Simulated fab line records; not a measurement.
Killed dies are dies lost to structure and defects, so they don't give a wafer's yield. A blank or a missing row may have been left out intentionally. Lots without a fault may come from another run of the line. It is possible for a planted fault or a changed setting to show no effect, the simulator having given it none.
Problem report in the 8D (eight disciplines) form, filled by code + flow sky130 + the parts of the form that need people (team, actions taken, sign-off) are left out

## 1. PROBLEM STATEMENT
heater-power-total-W at SKY_RES_PROTECT_SOFTBAKE_03 reads a mean of 59.16 W on 6 wafers of 2 lots; wafers without a fault read 56.60 W with a standard deviation of 0.044. That puts it +58 standard deviations away from the usual mean.
The step: time 60 s.
First observed at day 20 05:05: wafer L905.4, on litho-track-03. The record has a number at this step for 42 wafers belonging to 14 lots. The rule behind "out" and "out of limits": a value lying over 4 standard deviations away from the usual mean. Any other wafer with a number is counted as sound.

## 2. WHAT IT IS AND WHAT IT IS NOT
| question                    | is                                 | is not                                                                    |
|-----------------------------|------------------------------------|---------------------------------------------------------------------------|
| which readings at this step | heater-power-total-W, run-length-s | -                                                                         |
| which lots                  | L905, L906                         | L889, L891, L892, L893, L894, L896, L897, L898, L901, L904, L908, L912    |
| which wafers of those lots  | all that have a number             | -                                                                         |
| read on which tools         | litho-track-03                     | litho-track-02, litho-track-04                                            |
| when                        | from day 20 05:05                  | up to then (30 sound wafers); but 6 sound wafers of L908, L912 came after |

## 3. SUSPECTS, AND WHAT RULES EACH OUT
Counting: any tool at a process step up to the reading is kept as a suspect provided that every lot that is out went through it and no sound lot did after the first of them.
- litho-track-03 at SKY_RES_PROTECT_SOFTBAKE_03 (time 60 s): kept. All lots that are out passed through it, beginning with L905 at day 20 05:05, and no sound lot followed; its final sound lot before that point was L896 at day 16 21:40. Its own heater-power-total-W, run-length-s readings are out on those wafers.
The count leaves litho-track-03 at SKY_RES_PROTECT_SOFTBAKE_03.

## 4. THE CAUSE (what the simulator had put in)
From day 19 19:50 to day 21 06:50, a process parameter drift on litho-track-03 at SKY_RES_PROTECT_SOFTBAKE_03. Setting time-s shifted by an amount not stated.
After counting, this tool was the only one left.

## 5. SEQUENCE OF EFFECTS, ordered by route
Rows list readings where the struck wafers' mean (over those with a number) sits beyond 3 standard deviations from the usual. Scope: only readings with a usual standard deviation given in the record; hours: median across lots of the time from each lot's start at the first step in this table that gives one to its start at this step; sigmas: change in usual standard deviations.
| hours | step                        | reading              | usual   | on struck wafers | change | sigmas |
|-------|-----------------------------|----------------------|---------|------------------|--------|--------|
| 0     | SKY_RES_PROTECT_SOFTBAKE_03 | heater-power-total-W | 56.60 W | 59.16            | +2.56  | +58    |
| 0     | SKY_RES_PROTECT_SOFTBAKE_03 | run-length-s         | 89.33 s | 82.31            | -7.02  | -32    |
It contains these process steps:
- SKY_RES_PROTECT_SOFTBAKE_03: time 60 s.

## 6. WHAT WOULD HAVE CAUGHT IT SOONER
9 hours passed between the start of the fault at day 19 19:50 and the first reading out of limits in this record, taken at day 20 05:05.
